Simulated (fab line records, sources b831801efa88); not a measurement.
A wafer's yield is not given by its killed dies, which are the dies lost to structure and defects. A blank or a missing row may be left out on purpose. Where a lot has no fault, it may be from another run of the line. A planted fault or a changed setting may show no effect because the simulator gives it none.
A lot that was struck, set against a sound lot	flow sky130	17 out of 708 route steps
Sound: these wafers, L697.2, L697.3, L697.5. The struck wafers were L709.1, L709.2, L709.6. The cause is named last.
Order at every step that has rows: each side's tool, ch and its chambers, its first start. Under that, the readings that differ: sound wafers	struck wafers	difference of the means	sigmas: that difference in standard deviations of wafers without a fault.
alike: a reading whose means differ by less than 2 such deviations, as well as words and numbers matching on both sides. not compared: withheld readings; readings where some wafer has no value; bounds like >300 that might hide an equal value; numbers whose values overlap and for which the record gives no deviation.
A row with sigmas, a row that says differs or no value, or rows on one side alone: a step with any of these is where the two part. Numbers that have no deviation but don't overlap get no sigmas and don't part them. Lack of a reading on every wafer of one side parts them only where that side has two or more wafers.

SKY_GATE_OXIDE_TW_MEAS_14:
  sound on film_metro-04, day 15 00:41; struck on film_metro-01, day 19 12:59
  alike: GATE_OXIDE_TW
then, 3 steps without rows for these wafers: SKY_GATE_OXIDE_CLEAN_15 (cleans in SC1/SC2, time 150 s); SKY_GATE_OXIDE_OXIDATION_16 (stabilise 600 s, purge 300 s, target thk 3.57 nm); SKY_POLY_GATE_CVD_00 (deposits poly-Si, target thk 180 nm, time 720 s).
SKY_POLY_GATE_THK_MEAS_01:
  sound on film_metro-02, day 15 05:04; struck on film_metro-04, day 19 15:55
reading	sound	struck	difference	sigmas
POLY_GATE_CVD_00_THK (nm)	185.1 185.5 182.4	179.3 178.9 177.3	-5.8	-3
then, 7 steps without rows for these wafers: SKY_RES_PROTECT_DEHYDRATE_00 (time 60 s); SKY_RES_PROTECT_HMDS_01 (prime time 60 s); SKY_RES_PROTECT_COAT_02 (resist thk 1140 nm); SKY_RES_PROTECT_SOFTBAKE_03 (time 60 s); SKY_RES_PROTECT_EXPOSE_04 (exposes mask RPM, target cd 1270 nm); SKY_RES_PROTECT_PEB_05; SKY_RES_PROTECT_DEVELOP_06 (develop time 60 s).
SKY_POLY_GATE_IMPLANT_02:
  sound on implanter-02 ch 0, day 16 08:30; struck on implanter-01 ch 0, day 20 23:08
reading	sound	struck	difference	sigmas
beam_on_s (s)	37.5 38.5 39.6	17.6 17.6 17.5	-21.0	-8
dose_ions_cm2	7.701e+15 7.698e+15 7.686e+15	3.418e+15 3.419e+15 3.416e+15	-4.277e+15	-99 or more
end_station_pressure_torr (Torr)	1.02e-05 9.3e-06 9.8e-06	1.28e-05 1.3e-05 1.25e-05	+3.00e-06	+4
  alike: faraday_current_uA
SKY_RES_PROTECT_STRIP_07: strips in O2/N2.
  sound on plasma_asher-03 ch 0,1, day 16 08:38; struck on plasma_asher-04 ch 0,1, day 20 23:17
reading	sound	struck	difference	sigmas
oes_product_au (a.u.)	0.521 0.518 0.510	0.563 0.564 0.568	+0.049	+11
strip_time_to_endpoint_s (s)	23.31 23.32 23.28	20.01 20.05 20.06	-3.26	-80
  alike: drypump_motor_current_A
  not compared: rf_hours_counter_h
SKY_RES_PROTECT_TW_MEAS_08:
  sound on film_metro-02, day 16 08:44; struck on film_metro-03, day 20 23:23
reading	sound	struck	difference	sigmas
POLY_GATE_TW	4048 4070 4079	3781 3810 3807	-266	-9
then, 1 step without rows for these wafers: SKY_RES_PROTECT_CLEAN_09 (cleans in SC1/SC2, time 150 s).
-- the record jumps here: 29 days lie between the struck wafers' starts before and after (it left off in module RES_PROTECT and takes up again in module PAD_OPEN, whose first step shown is number 708 of the route) --
SKY_PAD_OPEN_PROBE_99:
  sound on prober-01, day 46 21:50; struck on prober-02, day 49 16:40
reading	sound	struck	difference	sigmas
killed_open	38 37 39	53 53 52	+15	+2
model.etest.res_poly.line_ohm_um	498.3 519.1 503.8	1215 1193 1183	+690	
model.etest.licon_poly.rc_ohm	156.1 149.4 150.6	615.4 612.7 643	+471.7	
model.etest.res_poly.rs_ohm_sq	46.52 47.57 47.87	118.2 114.7 117.1	+69.3	
model.etest.nfet_01v8.r_on_ohm_um	834.2 797.2 811	867.1 906.3 903.4	+78.1	
model.etest.nfet_01v8_turned.drive_ua_um	508.6 520.5 520.5	475.5 455.2 456.7	-54.1	
model.etest.nfet_01v8_swapped.drive_ua_um	508.3 523.6 520.6	475.8 457.2 454.6	-55.0	
model.etest.nfet_01v8.drive_ua_um	513.4 520.2 522.6	474 457.4 455.4	-56	
model.etest.nfet_01v8_lvt.drive_ua_um	578.3 596.5 593.5	545.4 526.7 523.4	-57.6	
  alike: killed_at_M0_to_M3, killed_at_M4_up, killed_at_contacts, killed_at_front_end, killed_at_other, killed_dies, killed_short

== WHERE THEY PART ==
First at SKY_POLY_GATE_THK_MEAS_01; last, within this record, at SKY_PAD_OPEN_PROBE_99.

WHY: the cause the simulator had injected
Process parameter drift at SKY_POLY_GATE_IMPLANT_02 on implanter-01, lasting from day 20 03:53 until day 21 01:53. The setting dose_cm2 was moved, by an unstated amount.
